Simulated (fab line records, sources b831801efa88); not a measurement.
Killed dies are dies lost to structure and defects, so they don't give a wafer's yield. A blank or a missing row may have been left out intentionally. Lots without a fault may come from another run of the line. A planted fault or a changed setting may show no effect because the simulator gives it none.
fab line records | flow sfq-line
[record] lots = 5 wafers = 15 last-day = 88
route steps=325 shown L0V@17 M0@28 I0@43 M1@58 M8@325
lots with no fault: from the same line, run without faults
start-h: hours from the record's opening day to when the first of the lot's shown wafers began | wait-h: how many hours have passed since the lot's step before this one | " repeats the value in the row above | L1.1+2: a row that stands for several wafers | - no value, or no start was given | * or withheld: withheld | < > ~ a bound
route shown NAME@n: NAME is a module with steps in the file, n the number in the route of the first one | usual: mean/standard deviation of fault-free wafers | same: alike in all rows | chamber/n: place in a boat | sites: each site's reading | _std_site: standard deviation across them | _edge_site: the outer-site mean with the inner-site mean subtracted | radius-mm: how far each site lies from the wafer's centre | mask NAME#n: copy n | behind: the tool/chamber that last shaped the wafer | hold: why the lot was held/for how many hours/how that ended | device: the n, p or np transistor that did not switch | end of line: at the end of the route, the tests of the same wafers | where a step has no rows: the recipe by itself | killed: dies lost to structure and defects at the first sort, not the wafer's yield | map: a wafer's dies, marking killed ones x, the rest . and places with no die _
set.NAME: the run value of the setting; set.NAME@STEP: its run value at that earlier step | model.NAME: the simulator's own value behind a step, which no gauge read
lots at selected steps of the route; one table per step, one row per wafer
services: a tool's chamber out of use, with start hour (start-h, from the record's first day; less than 0 if before it), hours out, and reason
[[steps]]
[step SFQ_TRILAYER_L0_VIA_LITHO_COAT_018]
[recipe] resist = BARC spin-rpm = 3000 resist-thk-nm = 62
[step SFQ_TRILAYER_L0_VIA_LITHO_COAT_013]
[recipe] resist = KrF spin-rpm = 3000 resist-thk-nm = 650
[step SFQ_TRILAYER_L0_VIA_LITHO_SOFTBAKE_017]
[recipe] temp-c = withheld time-s = withheld resist = KrF
[step SFQ_TRILAYER_L0_VIA_LITHO_EXPOSE_014]
[recipe] mask-id = L0V na = 0.6 source-shape = conventional sigma-outer = 0.65 target-cd-nm = 700 dose-mj = 21.3
[step SFQ_TRILAYER_L0_VIA_LITHO_PEB_016]
[recipe] peb-temp-c = 115 peb-time-s = 60 resist = KrF
[step SFQ_TRILAYER_L0_VIA_LITHO_DEVELOP_015]
[recipe] time-s = 60 resist = KrF
[step SFQ_L0V_OVL_MEAS_903]
[usual] L0V_OVL = -2/5.6
// columns lot.wafer tool chamber start-h wait-h L0V_OVL[nm]
L654.2 overlay-02 - 110.31 0.1 7
L654.3 " - " " 3
L654.5 " - " " -2
L659.1 overlay-01 - 136.81 0.1 -5
L659.2 " - " " 4
L659.3 " - " " -5
L665.3 overlay-01 - 173.81 0.1 -4
L665.5 " - " " 0
L665.6 " - " " -6
L670.1 overlay-01 - 204.48 0.1 -8
L670.3 " - " " -9
L670.5 " - " " -10
L674.2 overlay-02 - 228.48 0.1 -5
L674.5 " - " " -4
L674.6 " - " " -1
[step SFQ_TRILAYER_L0_VIA_BARC_OPEN_VIA_ETCH_021]
[recipe] mask-material = PR chemistry = O2 target-depth-nm = 125 target = BARC source-w = 500 bias-w = 80 pressure-mtorr = 30 time-s = 41.7
[usual] drypump-motor-current-A = 5.9/0.53 oes-product-au = 0.686/0.0048
// columns lot.wafer tool chamber start-h wait-h drypump-motor-current-A oes-product-au rf-hours-counter-h
L654.2 rie-diel-02 2 110.34 0.0 6.0 0.680 34
L654.3 " 0 " " 6.1 0.687 2
L654.5 " 0 " " 6.1 0.694 -
L659.1 rie-diel-01 3 136.84 0.0 5.8 0.682 141
L659.2 " 1 " " 4.8 0.690 20
L659.3 " 2 " " 5.8 0.687 139
L665.3 rie-diel-04 3 173.83 0.0 6.7 0.690 64
L665.5 " 2 " " 6.5 0.687 -
L665.6 " 3 " " 6.8 0.683 -
L670.1 rie-diel-02 3 204.51 0.0 5.6 0.685 61
L670.3 " 0 " " 6.1 0.694 4
L670.5 " 3 " " 5.6 0.689 -
L674.2 rie-diel-01 1 228.51 0.0 4.8 0.685 21
L674.5 " 0 " " 6.0 0.693 -
L674.6 " 3 " " 5.8 0.678 -
[step SFQ_TRILAYER_L0_VIA_ETCH_VIA_ETCH_016]
[recipe] target = SiO2 stop-on = MoNx_KI mask-material = PR chemistry = CHF3 target-depth-nm = 80 source-w = 500 bias-w = 80 pressure-mtorr = 30 time-s = withheld
[usual] drypump-motor-current-A = 5.9/0.53 oes-product-au = 0.842/0.0081
// columns lot.wafer tool chamber start-h wait-h drypump-motor-current-A oes-product-au
L654.2 rie-diel-02 2 110.38 0.0 6.0 0.842
L654.3 " 0 " " 6.1 0.838
L654.5 " 0 " " 6.1 0.857
L659.1 rie-diel-01 3 136.88 0.0 5.8 0.834
L659.2 " 1 " " 4.8 0.844
L659.3 " 2 " " 5.8 0.834
L665.3 rie-diel-04 2 173.89 0.0 6.4 0.843
L665.5 " 2 " " 6.4 0.852
L665.6 " 3 " " 6.7 0.856
L670.1 rie-diel-02 3 204.55 0.0 5.6 0.837
L670.3 " 0 " " 6.1 0.829
L670.5 " 3 " " 5.6 0.839
L674.2 rie-diel-01 1 228.55 0.0 4.8 0.838
L674.5 " 0 " " 6.0 0.855
L674.6 " 3 " " 5.8 0.852
[step SFQ_TRILAYER_L0_VIA_STRIP_STRIP_017]
[recipe] gas = O2 power-w = 200 platen-temp-c = 40 overash-fraction = 0.65 chemistry = O2 pressure-mtorr = 50
[step SFQ_TRILAYER_L0_VIA_STRIP_SOLV_CLEAN_018]
[recipe] chemistry = NMP temp-c = 70 time-s = 600
[step SFQ_TRILAYER_M0_DEP_PRE_CLEAN_020]
[recipe] gas = Ar time-s = 15 bias-v = 250
[step SFQ_TRILAYER_M0_DEP_SPUTTER_019]
[recipe] material = Nb base-pressure-pa = 1.33e-06 chamber-pressure-pa = 0.1333 substrate-temp-c = 20 resputter-cathode-voltage-v = 400 target-thk-nm = 200 power-w = 2000 time-s = 133.3
[usual] base-pressure-pa = 1.33e-06/1e-07 chamber-pressure-pa = 0.13333/0.00027 throttle-valve-pct = 29.1/0.97
// columns lot.wafer tool chamber start-h wait-h base-pressure-pa chamber-pressure-pa throttle-valve-pct model.Nb_of_TRILAYER_M0_DEP_SPUTTER_019.thk-nm
L654.2 pvd-sputter-04 - 111.23 0.0 1.2e-06 0.13388 30.2 200.8
L654.3 " - " " 1.44e-06 0.13348 28.7 197
L654.5 " - " " 1.42e-06 0.13355 28.9 198.5
L659.1 pvd-sputter-04 - 137.75 0.0 1.56e-06 0.13298 30.4 206.5
L659.2 " - " " 1.19e-06 0.13295 28.9 200
L659.3 " - " " 1.51e-06 0.1336 27.6 201.4
L665.3 pvd-sputter-04 - 174.74 0.0 1.46e-06 0.13326 28.9 197.2
L665.5 " - " " 1.34e-06 0.13356 28.7 198.2
L665.6 " - " " 1.29e-06 0.13334 27.5 220.4
L670.1 pvd-sputter-06 - 205.40 0.0 1.25e-06 0.13331 28.8 199.8
L670.3 " - " " 1.42e-06 0.13327 30.2 199.9
L670.5 " - " " 1.24e-06 0.13311 29.9 199.8
L674.2 pvd-sputter-05 - 229.40 0.0 1.45e-06 0.1332 30.3 203.4
L674.5 " - " " 1.29e-06 0.13281 28.1 200.8
L674.6 " - " " 1.37e-06 0.13399 30.0 198.9
[step SFQ_M0_RS_MEAS_904]
[recipe] thk-meas-gauge = four-point-probe reads = Nb_of_TRILAYER_M0_DEP_SPUTTER_019
[usual] M0_NB_RS = 0.888/0.01
// columns lot.wafer tool chamber start-h wait-h M0_NB_RS[ohm/sq]
L654.2 film-metro-04 - 111.34 0.1 0.885
L654.3 " - " " 0.902
L654.5 " - " " 0.898
L659.1 film-metro-01 - 137.84 0.0 0.862
L659.2 " - " " 0.892
L659.3 " - " " 0.884
L665.3 film-metro-01 - 174.87 0.1 0.904
L665.5 " - " " 0.898
L665.6 " - " " 0.810
L670.1 film-metro-03 - 205.49 0.0 0.889
L670.3 " - " " 0.890
L670.5 " - " " 0.891
L674.2 film-metro-03 - 229.51 0.1 0.872
L674.5 " - " " 0.886
L674.6 " - " " 0.893
[step SFQ_TRILAYER_M0_LITHO_COAT_026]
[recipe] resist = BARC spin-rpm = 3000 resist-thk-nm = 62
[step SFQ_TRILAYER_M0_LITHO_COAT_021]
[recipe] resist = KrF spin-rpm = 3000 resist-thk-nm = 600
[step SFQ_TRILAYER_M0_LITHO_SOFTBAKE_025]
[recipe] temp-c = withheld time-s = withheld resist = KrF
[step SFQ_TRILAYER_M0_LITHO_EXPOSE_022]
[recipe] mask-id = M0 na = 0.6 source-shape = conventional sigma-outer = 0.65 target-cd-nm = 500 dose-mj = 14.4
[step SFQ_TRILAYER_M0_LITHO_PEB_024]
[recipe] peb-temp-c = 115 peb-time-s = 60 resist = KrF
[step SFQ_TRILAYER_M0_LITHO_DEVELOP_023]
[recipe] time-s = 60 resist = KrF
[step SFQ_M0_OVL_MEAS_906]
[usual] M0_OVL = 2/6.4
// columns lot.wafer tool chamber start-h wait-h M0_OVL[nm]
L654.2 overlay-02 - 129.61 0.1 1
L654.3 " - " " 1
L654.5 " - " " 6
L659.1 overlay-02 - 158.29 0.1 10
L659.2 " - " " 6
L659.3 " - " " 10
L665.3 overlay-02 - 198.49 0.1 9
L665.5 " - " " 11
L665.6 " - " " 4
L670.1 overlay-01 - 229.68 0.1 2
L670.3 " - " " 6
L670.5 " - " " 11
L674.2 overlay-01 - 254.69 0.1 -4
L674.5 " - " " 1
L674.6 " - " " -3
[step SFQ_TRILAYER_M0_BARC_OPEN_METAL_ETCH_031]
[recipe] mask-material = PR chemistry = O2 target-depth-nm = 125 target = BARC icp-w = 600 bias-w = 80 pressure-mtorr = 10 time-s = 41.7
[usual] drypump-motor-current-A = 5.55/0.22 oes-product-au = 0.685/0.0048
// columns lot.wafer tool chamber start-h wait-h drypump-motor-current-A oes-product-au rf-hours-counter-h
L654.2 rie-metal-01 1 129.64 0.0 5.60 0.690 37
L654.3 " 0 " " 5.42 0.684 -
L654.5 " 0 " " 5.41 0.691 -
L659.1 rie-metal-01 0 158.33 0.0 5.40 0.680 98
L659.2 " 1 " " 5.54 0.678 41
L659.3 " 0 " " 5.38 0.693 -
L665.3 rie-metal-04 0 198.53 0.0 5.58 0.689 -
L665.5 " 1 " " 5.57 0.682 -
L665.6 " 0 " " 5.59 0.688 -
L670.1 rie-metal-04 1 229.71 0.0 5.57 0.683 86
L670.3 " 1 " " 5.57 0.684 -
L670.5 " 0 " " 5.59 0.690 -
L674.2 rie-metal-04 1 254.72 0.0 5.58 0.687 90
L674.5 " 0 " " 5.58 0.687 -
L674.6 " 1 " " 5.54 0.692 -
[step SFQ_TRILAYER_M0_ETCH_METAL_ETCH_024]
[recipe] target = Nb stop-on = SiO2 mask-material = PR chemistry = Cl2/Ar target-depth-nm = 240 icp-w = 600 bias-w = 80 pressure-mtorr = 10 time-s = 120
[usual] drypump-motor-current-A = 5.55/0.22 oes-product-au = 0.895/0.0072
// columns lot.wafer tool chamber start-h wait-h drypump-motor-current-A oes-product-au rf-hours-counter-h
L654.2 rie-metal-01 1 129.70 0.0 5.56 0.891 37
L654.3 " 0 " " 5.40 0.893 -
L654.5 " 0 " " 5.38 0.893 -
L659.1 rie-metal-01 0 158.39 0.0 5.41 0.905 98
L659.2 " 1 " " 5.61 0.895 41
L659.3 " 0 " " 5.39 0.902 -
L665.3 rie-metal-04 0 198.61 0.1 5.58 0.895 -
L665.5 " 1 " " 5.54 0.898 -
L665.6 " 0 " " 5.57 0.950 -
L670.1 rie-metal-04 1 229.77 0.0 5.57 0.897 86
L670.3 " 1 " " 5.58 0.886 -
L670.5 " 0 " " 5.55 0.891 -
L674.2 rie-metal-04 1 254.78 0.0 5.54 0.903 90
L674.5 " 0 " " 5.61 0.893 -
L674.6 " 1 " " 5.57 0.890 -
[step SFQ_TRILAYER_M0_STRIP_STRIP_025]
[recipe] gas = O2 power-w = 200 platen-temp-c = 40 overash-fraction = 0.65 chemistry = O2 pressure-mtorr = 50
[step SFQ_TRILAYER_M0_STRIP_SOLV_CLEAN_026]
[recipe] chemistry = NMP temp-c = 70 time-s = 600
[step SFQ_TRILAYER_I0_DEP_PECVD_027]
[recipe] material = SiO2 temp-c = 150 time-s = 111.11 pressure-torr = 2.4 rf-w = 183.3 precursor = SiH4/N2O target-thk-nm = 500
[step SFQ_TRILAYER_I0_CMP_CMP_028]
[recipe] material = SiO2 down-force-psi = 3 platen-rpm = 60 pad-velocity-m-s = 0.94248
[step SFQ_I0_BOW_MEAS_907]
[recipe] mode = bow
[usual] I0_BOW = 0/7
// columns lot.wafer tool chamber start-h wait-h I0_BOW[um]
L654.2 film-metro-03 - 138.04 2.5 2
L654.3 " - " " 9
L654.5 " - " " -9
L659.1 film-metro-02 - 166.82 2.5 7
L659.2 " - " " 12
L659.3 " - " " -1
L665.3 film-metro-03 - 202.84 2.0 1
L665.5 " - " " 7
L665.6 " - " " 4
L670.1 film-metro-02 - 234.60 1.0 -5
L670.3 " - " " -4
L670.5 " - " " 4
L674.2 film-metro-01 - 260.58 2.0 -7
L674.5 " - " " 8
L674.6 " - " " -2
[step SFQ_TRILAYER_I0_METRO_MEASURE_029]
[usual] thk-nm = 199.9/1
// columns lot.wafer tool chamber start-h wait-h thk-nm
L654.2 film-metro-03 - 138.34 0.3 199.6
L654.3 " - " " 200.4
L654.5 " - " " 199.9
L659.1 film-metro-02 - 166.94 0.1 199.8
L659.2 " - " " 198.5
L659.3 " - " " 199.5
L665.3 film-metro-03 - 203.32 0.5 200.5
L665.5 " - " " 200.7
L665.6 " - " " 200.9
L670.1 film-metro-02 - 234.72 0.1 199.3
L670.3 " - " " 200.5
L670.5 " - " " 201.0
L674.2 film-metro-01 - 260.88 0.3 200.0
L674.5 " - " " 201.1
L674.6 " - " " 200.3
[step SFQ_TRILAYER_I0_VIA_LITHO_COAT_036]
[recipe] resist = BARC spin-rpm = 3000 resist-thk-nm = 62
[step SFQ_TRILAYER_I0_VIA_LITHO_COAT_031]
[recipe] resist = KrF spin-rpm = 3000 resist-thk-nm = 650
[step SFQ_TRILAYER_I0_VIA_LITHO_SOFTBAKE_035]
[recipe] temp-c = withheld time-s = withheld resist = KrF
[step SFQ_TRILAYER_I0_VIA_LITHO_EXPOSE_032]
[recipe] mask-id = I0 na = 0.6 source-shape = conventional sigma-outer = 0.65 target-cd-nm = 500 dose-mj = 21.3
[step SFQ_TRILAYER_I0_VIA_LITHO_PEB_034]
[recipe] peb-temp-c = 115 peb-time-s = 60 resist = KrF
[step SFQ_TRILAYER_I0_VIA_LITHO_DEVELOP_033]
[recipe] time-s = 60 resist = KrF
[step SFQ_I0_OVL_MEAS_908]
[usual] I0_OVL = 5/5.9
// columns lot.wafer tool chamber start-h wait-h I0_OVL[nm]
L654.2 overlay-01 - 223.33 0.1 4
L654.3 " - " " 16
L654.5 " - " " 12
L659.1 overlay-01 - 273.10 0.1 5
L659.2 " - " " 1
L659.3 " - " " 2
L665.3 overlay-01 - 319.18 0.1 4
L665.5 " - " " 8
L665.6 " - " " -3
L670.1 overlay-02 - 356.16 0.1 6
L670.3 " - " " 5
L670.5 " - " " 2
L674.2 overlay-02 - 385.39 0.1 -3
L674.5 " - " " 4
L674.6 " - " " -3
[step SFQ_TRILAYER_I0_VIA_BARC_OPEN_VIA_ETCH_046]
[recipe] mask-material = PR chemistry = O2 target-depth-nm = 125 target = BARC source-w = 500 bias-w = 80 pressure-mtorr = 30 time-s = 41.7
[step SFQ_TRILAYER_I0_VIA_ETCH_VIA_ETCH_034]
[recipe] target = SiO2 stop-on = Nb mask-material = PR taper-deg = 20 chemistry = CHF3 target-depth-nm = 260 source-w = 500 bias-w = 80 pressure-mtorr = 30 time-s = withheld
[step SFQ_TRILAYER_I0_VIA_STRIP_STRIP_035]
[recipe] gas = O2 power-w = 200 platen-temp-c = 40 overash-fraction = 0.65 chemistry = O2 pressure-mtorr = 50
[usual] drypump-motor-current-A = 5.55/0.25 oes-product-au = 0.999/0.011
// columns lot.wafer tool chamber start-h wait-h drypump-motor-current-A oes-product-au rf-hours-counter-h
L654.2 rie-metal-04 1 223.51 - 5.56 0.981 85
L654.3 " 0 " " 5.59 0.990 -
L654.5 " 1 " " 5.57 0.984 -
L659.1 rie-metal-02 1 273.29 - 5.82 0.990 69
L659.2 " 0 " " 5.20 1.000 88
L659.3 " 0 " " 5.20 0.988 -
L665.3 rie-metal-04 0 319.55 - 5.56 1.003 -
L665.5 " 1 " " 5.54 0.994 -
L665.6 " 0 " " 5.58 0.994 -
L670.1 rie-metal-03 0 356.35 - 5.18 1.017 142
L670.3 " 0 " " 5.17 1.013 -
L670.5 " 1 " " 5.82 1.004 -
L674.2 rie-metal-03 1 385.57 - 5.78 1.007 59
L674.5 " 0 " " 5.15 1.020 -
L674.6 " 1 " " 5.79 1.010 -
[step SFQ_TRILAYER_I0_VIA_STRIP_SOLV_CLEAN_036]
[recipe] chemistry = NMP temp-c = 70 time-s = 600
[step SFQ_TRILAYER_M1_DEP_PRE_CLEAN_038]
[recipe] gas = Ar time-s = 22.5 bias-v = 250
[step SFQ_M8_BOW_MEAS_951]
[recipe] mode = bow
[usual] M8_BOW = 4/9.9
// columns lot.wafer tool chamber start-h wait-h M8_BOW[um] model.etest.m0.ohm-um model.etest.i0.link-ohm model.etest.m0.ohm-sq
L654.2 film-metro-01 - 1978.94 0.0 -6 1.772 1.976 0.8864
L654.3 " - " " -1 1.814 1.989 0.9033
L654.5 " - " " -17 1.798 1.98 0.8966
L659.1 film-metro-03 - 2025.78 0.0 17 1.732 1.942 0.8618
L659.2 " - " " 23 1.79 1.954 0.89
L659.3 " - " " 9 1.779 1.954 0.8838
L665.3 film-metro-02 - 2040.22 0.0 11 1.807 1.974 0.9024
L665.5 " - " " 18 1.798 1.968 0.898
L665.6 " - " " 16 1.613 1.866 0.8075
L670.1 film-metro-02 - 2070.43 0.0 -7 1.776 1.959 0.8905
L670.3 " - " " -6 1.769 1.971 0.8902
L670.5 " - " " 2 1.78 1.968 0.8908
L674.2 film-metro-03 - 2121.77 0.0 -12 1.755 1.953 0.8748
L674.5 " - " " 4 1.771 1.984 0.8865
L674.6 " - " " -6 1.79 1.97 0.8949
[[services]]
// columns tool chamber start-h hours kind
rie-diel-01 - 95.77 2.4 repair
rie-metal-01 0 101.80 17.1 repair
rie-metal-01 1 144.34 4.5 repair
pvd-sputter-04 - 150.34 1.6 repair
rie-diel-01 0 155.19 2.6 repair
rie-diel-01 0 170.67 23.0 repair
rie-metal-01 - 173.05 0.4 repair
rie-diel-02 - 180.51 1.5 repair
rie-diel-02 1 192.78 9.9 repair
rie-diel-01 1 200.35 7.6 repair
rie-metal-04 1 216.07 1.1 repair
rie-diel-02 3 219.31 16.5 repair
rie-diel-01 2 219.54 59.9 repair
rie-diel-01 - 226.47 0.4 repair
rie-diel-01 3 240.09 2.1 repair
rie-diel-02 - 273.36 2.8 pm
rie-diel-01 1 285.54 5.8 repair
rie-diel-02 2 288.57 6.5 repair
rie-metal-01 1 300.42 2.3 repair
rie-metal-04 - 343.37 2.8 pm
rie-metal-04 - 348.70 2.5 repair
rie-diel-02 3 349.75 4.4 repair
rie-diel-01 - 354.79 15.6 pm
rie-metal-04 - 363.28 0.5 repair
[[key]]
[first-sign] step = SFQ_M0_RS_MEAS_904 reading = M0_NB_RS direction = down sigmas = 7.5 usual = 0.888 struck = 0.810
[effect] step = SFQ_TRILAYER_M0_ETCH_METAL_ETCH_024 reading = oes-product-au direction = up sigmas = 7.6 usual = 0.895 struck = 0.950
[model-effect] step = SFQ_TRILAYER_M0_DEP_SPUTTER_019 value = Nb_of_TRILAYER_M0_DEP_SPUTTER_019.thk-nm without = 197.1 struck = 220.4
[model-effect] step = SFQ_M8_BOW_MEAS_951 value = etest.m0.ohm-um without = 1.804 struck = 1.613
met-at SFQ_TRILAYER_M0_DEP_SPUTTER_019
struck-wafers L665.6
onset-between 137.75 174.74
[fault] kind = process-parameter-drift tool = pvd-sputter-04 chamber = - onset-h = 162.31 steps = SFQ_TRILAYER_M0_DEP_SPUTTER_019 channel = target-thk-nm offset = 23.268 shape = step end-h = 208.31 acts-in = these-recipes-only stated = 200 scope = struck-wafers-only
